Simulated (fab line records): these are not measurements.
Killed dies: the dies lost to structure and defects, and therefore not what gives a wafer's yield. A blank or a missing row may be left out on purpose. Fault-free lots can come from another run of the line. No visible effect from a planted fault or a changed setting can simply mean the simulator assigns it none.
Chamber matching ; flow gf180mcu ; cmp-02 running GF_V5_CMP_26: 4 sister chambers
The step polishes, stops on SiO2, t overpolish 15 s, target thk 0 nm. 8 wafers are shown with their chamber, then 10 later ones without.

== WAFERS PAIRED WITH THEIR CHAMBERS ==
wafer;chamber;motor-current-A (A);time-to-endpoint-s (s)
L230.3;2;13.1;84.2
L232.2;2;12.5;88.4
L235.3;0;10.8;81.8
L236.1;3;9.3;80.3
L236.2;0;11.6;83.7
L236.6;1;10.7;80.2
L237.3;3;9.5;82.8
L237.4;1;11.3;82.0

== WAFERS WHOSE CHAMBER IS MISSING ==
wafer;motor-current-A (A);time-to-endpoint-s (s)
L237.5;10.0;81.4
L240.3;12.9;82.0
L240.4;10.8;80.7
L240.6;10.9;83.9
L249.1;10.9;81.8
L249.2;10.7;81.2
L249.5;11.8;82.5
L251.4;12.9;82.5
L251.5;10.9;79.3
L251.6;12.8;81.8

== THE CHAMBER EACH PASSED THROUGH ==
wafer;from the rows above;in truth
L237.5;can't be placed: 3 or 1 or 0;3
L240.3;can't be placed: 2 or 0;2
L240.4;can't be placed: 1 or 0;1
L240.6;can't be placed: 0 or 1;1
L249.1;can't be placed: 1 or 0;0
L249.2;can't be placed: 1 or 0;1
L249.5;can't be placed: 0 or 1 or 2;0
L251.4;2;2
L251.5;can't be placed: 1 or 0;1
L251.6;can't be placed: 2 or 0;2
Placed correctly: 1 of 10. These rows do not allow placing 9 (true chamber among the candidates in 9). Placed wrongly: 0.
How it was worked out, from the rows above alone: a wafer's distance from a chamber is the root of the sum, over the readings, of the square of ((its reading less the chamber's mean) divided by the reading's scatter). If the next closest chamber is less than 2 further off than the closest, the wafer can't be placed; otherwise it belongs to the closest. A chamber's mean is the mean of its shown wafers. How the scatter is found: for the shown wafers, subtract from each reading the mean of its chamber, square and add these, divide the total by (wafers less chambers), then take the root.
